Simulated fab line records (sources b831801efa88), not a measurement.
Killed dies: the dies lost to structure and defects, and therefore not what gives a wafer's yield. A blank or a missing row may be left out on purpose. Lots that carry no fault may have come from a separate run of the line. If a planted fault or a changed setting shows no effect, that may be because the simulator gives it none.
2 desks, one fault / flow gf180mcu / each desk has only its own numbers; what lay behind them comes last

DESK OF THE TOOL OWNER: lpcvd-01
The tool's own readings at GF_HV_LDD_CVD_56 (deposits Si3N4 from DCS/NH3, target thk 90 nm, time 1543 s): means of the sampled wafers that have a number, for each lot that ran on this tool. A lot is out of limits, marked OUT, if its mean lies more than 4 standard deviations from the usual mean; the brackets give that distance.
Columns: A = spike-tc-centre-C at GF_HV_LDD_CVD_56, usual 772.2 C
lot=L755; first seen here=day 12 16:43; A=772.4
lot=L763; first seen here=day 15 15:40; A=773.3
lot=L766; first seen here=day 16 18:53; A=750.5 (-20) OUT
lot=L767; first seen here=day 16 23:57; A=750.2 (-20) OUT
lot=L775; first seen here=day 19 16:04; A=772.2
This desk finds L766, L767 out of limits, L766 being first, at day 16 18:53 (spike-tc-centre-C at GF_HV_LDD_CVD_56). In limits: L755, L763, L775.

METROLOGY DESK
Means of the sampled wafers that have a number, per lot and without regard to the tool the lot ran on: this is what the gauges read. A lot is out of limits, marked OUT, if its mean lies more than 4 standard deviations from the usual mean; the brackets give that distance.
Columns: A = HV_LDD_CVD_56_THK at GF_HV_LDD_THK_MEAS_57, usual 93.0 nm; B = SAB_CVD_00_THK at GF_SAB_THK_MEAS_01, usual 50.2 nm
lot=L755; first seen here=day 12 18:10; A=92.4; B=50.2
lot=L756; first seen here=day 13 04:54; A=92.7; B=50.3
lot=L759; first seen here=day 14 04:25; A=91.9; B=51.4
lot=L760; first seen here=day 14 13:10; A=93.0; B=49.8
lot=L763; first seen here=day 15 17:05; A=92.9; B=51.6
lot=L766; first seen here=day 16 20:20; A=87.8 (-6.6) OUT; B=48.7
lot=L767; first seen here=day 17 01:23; A=85.9 (-9.1) OUT; B=50.1
lot=L771; first seen here=day 18 06:40; A=93.9; B=49.1
lot=L772; first seen here=day 18 16:20; A=93.9; B=50.0
lot=L773; first seen here=day 19 01:23; A=93.4; B=50.2
lot=L775; first seen here=day 19 17:29; A=93.5; B=49.9
lot=L776; first seen here=day 20 00:16; A=92.0; B=50.2
This desk finds L766, L767 out of limits, with the earliest case on L766 at day 16 20:20 (HV_LDD_CVD_56_THK at GF_HV_LDD_THK_MEAS_57). In limits: L755, L756, L759, L760, L763, L771, L772, L773, L775, L776.

PUT TOGETHER
On L766, L767, at day 16 18:53, an alarm was possible from the tool owner's desk.
The metrology desk could have raised an alarm at day 16 20:20, on L766, L767.
Every lot named ran GF_HV_LDD_CVD_56 on lpcvd-01.

WHAT WAS PUT IN BY THE SIMULATOR
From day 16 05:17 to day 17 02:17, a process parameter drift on lpcvd-01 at GF_HV_LDD_CVD_56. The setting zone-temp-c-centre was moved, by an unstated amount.
Lots struck among those shown: L766, L767.
Fault start to first reading out of limits, in hours, per desk: tool owner, 14; metrology, 15.
